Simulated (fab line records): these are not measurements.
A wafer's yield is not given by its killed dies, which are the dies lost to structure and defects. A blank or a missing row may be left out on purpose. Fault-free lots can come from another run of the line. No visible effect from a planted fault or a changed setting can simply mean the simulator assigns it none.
Problem report, 8D (eight disciplines) form, completed by code | flow sky130 | the parts of the form that need people (team, actions taken, sign-off) are left out

== 1. THE PROBLEM ==
Mean VT_ADJUST_HVTP_TW at SKY_VT_ADJUST_HVTP_TW_MEAS_11: 1276 over 2 wafers in 2 lots; fault-free wafers: 1362, standard deviation 13. Measured from the usual mean, that is -6.7 standard deviations.
Seen first at day 8 15:22 on film metro-01, wafer L495.6. Wafers with a number at this step in the record: 40, from 14 lots. By rule, "out" or "out of limits" means more than 4 standard deviations away from the usual mean. The other wafers with a number count as sound.

== 2. WHAT IT IS AND WHAT IT IS NOT ==
question                    | is                           | is not
which readings at this step | VT_ADJUST_HVTP_TW            | -
which lots                  | L495, L496                   | L486, L487, L488, L491, L500, L501, L502, L503, L505, L507, L508, L509
which wafers of those lots  | L495.6, L496.5               | L495.1, L496.3
read on which gauges        | film metro-01, film metro-03 | film metro-02
when                        | from day 8 15:22             | up to then (13 sound wafers); but 25 sound wafers of L496, L500, L501, L502, L503, L505, L507, L508, L509 came after

== 3. WHAT RULES OUT EACH SUSPECT ==
Counting: a tool at a process step up to the reading stays a suspect if it ran every lot that is out. Sound lots after the first of them don't rule it out here, since some wafers of a struck lot are sound.
- the gauge at SKY_VT_ADJUST_HVTP_TW_MEAS_11 is ruled out. The wafers that are out were read on 2 gauges (film metro-01, film metro-03).
- implanter-02 at SKY_VT_ADJUST_HVTP_IMPLANT_09: kept. It ran every lot that is out, first L495 (day 8 15:07); its last sound lot up to then is L491 (day 7 14:22).
After counting, what remains is implanter-02 at SKY_VT_ADJUST_HVTP_IMPLANT_09.

== 4. THE CAUSE (what the simulator had put in) ==
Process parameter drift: implanter-02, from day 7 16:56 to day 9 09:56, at SKY_VT_ADJUST_HVTP_IMPLANT_09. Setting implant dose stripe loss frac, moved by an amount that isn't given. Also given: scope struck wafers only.
Only this tool survived the counting.

== 5. THE CHAIN OF EFFECTS, in route order ==
Rows list readings where the struck wafers' mean (over those with a number) sits beyond 3 standard deviations from the usual. Only readings whose record carries a usual standard deviation are examined. hours: median over the lots of the time between each lot's start at the first step of this table that gives one and its start at this step. sigmas: the change, counted in usual standard deviations.
hours | step                          | reading           | usual | on struck wafers | change | sigmas
0     | SKY_VT_ADJUST_HVTP_TW_MEAS_11 | VT_ADJUST_HVTP_TW | 1362  | 1276             | -86    | -6.7
Later measuring or inspecting steps at which every struck wafer that the step has a row for has a number for every such reading, and none has moved that far: SKY_VT_ADJUST_NCORE_CD_MEAS_07, SKY_VT_ADJUST_PCH_TW_MEAS_10.

== 6. WHAT WOULD HAVE CAUGHT IT SOONER ==
22 hours passed between the start of the fault at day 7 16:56 and the first reading out of limits at a measuring or inspecting step in this record, taken at day 8 15:22.
An alarm limit of 4 standard deviations would not have fired on the tool readings at SKY_VT_ADJUST_HVTP_IMPLANT_09 for which the record gives a usual standard deviation, since none of them was out on any struck wafer.
L496, from the lots that are out (2), started SKY_VT_ADJUST_HVTP_IMPLANT_09 on implanter-02 later than day 8 15:22. A hold on the tool at that time would have spared it.
